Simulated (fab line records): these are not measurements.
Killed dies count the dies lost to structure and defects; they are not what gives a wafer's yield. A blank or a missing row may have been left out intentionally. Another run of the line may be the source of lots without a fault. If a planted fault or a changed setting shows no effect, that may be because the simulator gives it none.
Which tool is to blame? + flow gf180mcu + 7 lots with 21 wafers sampled at 2 steps, on a route of 602 steps

## WHAT THE GAUGES SHOWED, per wafer
GF_VT_IMPLANT_OVL_MEAS_40.
| lot  | measured     | on         | VT_IMPLANT_03_OVL (nm) |
|------|--------------|------------|------------------------|
| L215 | day 8 08:17  | overlay-02 | 0.0 -1.6 0.7           |
| L217 | day 8 23:16  | overlay-01 | -0.3 -1.0 -0.5         |
| L220 | day 9 15:58  | overlay-02 | -0.5 1.0 -1.2          |
| L224 | day 10 20:55 | overlay-02 | 3.5 1.8 0.8            |
| L227 | day 11 20:37 | overlay-02 | -0.2 -1.7 0.8          |
| L232 | day 13 06:40 | overlay-02 | 0.4 -0.2 -0.9          |
| L234 | day 13 23:16 | overlay-01 | -2.9 -1.3 0.0          |

## WHICH TOOL RAN EACH LOT (tool, then ch and the chambers of the sampled wafers, then the start)
| lot  | GF_MVPSD_STRIP_10                    |
|------|--------------------------------------|
| L215 | plasma asher-03 ch 0,1, day 5 18:42  |
| L217 | plasma asher-03 ch 0,1, day 6 09:03  |
| L220 | plasma asher-01 ch 0,1, day 6 23:09  |
| L224 | plasma asher-03 ch 0,1, day 7 23:33  |
| L227 | plasma asher-04 ch 0,1, day 8 21:27  |
| L232 | plasma asher-03 ch 0,1, day 10 02:24 |
| L234 | plasma asher-03 ch 0,1, day 10 17:51 |
- GF_MVPSD_STRIP_10: strips in O2/N2.

## THE ANSWER, worked out from the rows above alone
Rule: the lots themselves supply what counts as usual. The widest of any qualifying gaps counts: lots, ordered by their means at a reading, are off when they make up no more than a third of the lots, leave a main group of 4 or more, and stand apart from it by 3 or more times the standard deviation of that group's means. The tables above print the reading to a certain number of digits; a main group whose means all agree to those digits is not used. A lot without any number at a reading at which 4 lots or more have one is off too. The other lots that the step has rows for count as sound.
Off: L224, seen at GF_VT_IMPLANT_OVL_MEAS_40 (VT_IMPLANT_03_OVL). The main group has a mean of -0.5 nm with a standard deviation of 0.41.
A tool fits if, at a process step before that reading, it ran every lot that is off, and no sound lot after the first of them. The gauges at GF_VT_IMPLANT_OVL_MEAS_40 are tried like those tools. Of those tried, none fits.

## WHAT WAS PUT IN BY THE SIMULATOR
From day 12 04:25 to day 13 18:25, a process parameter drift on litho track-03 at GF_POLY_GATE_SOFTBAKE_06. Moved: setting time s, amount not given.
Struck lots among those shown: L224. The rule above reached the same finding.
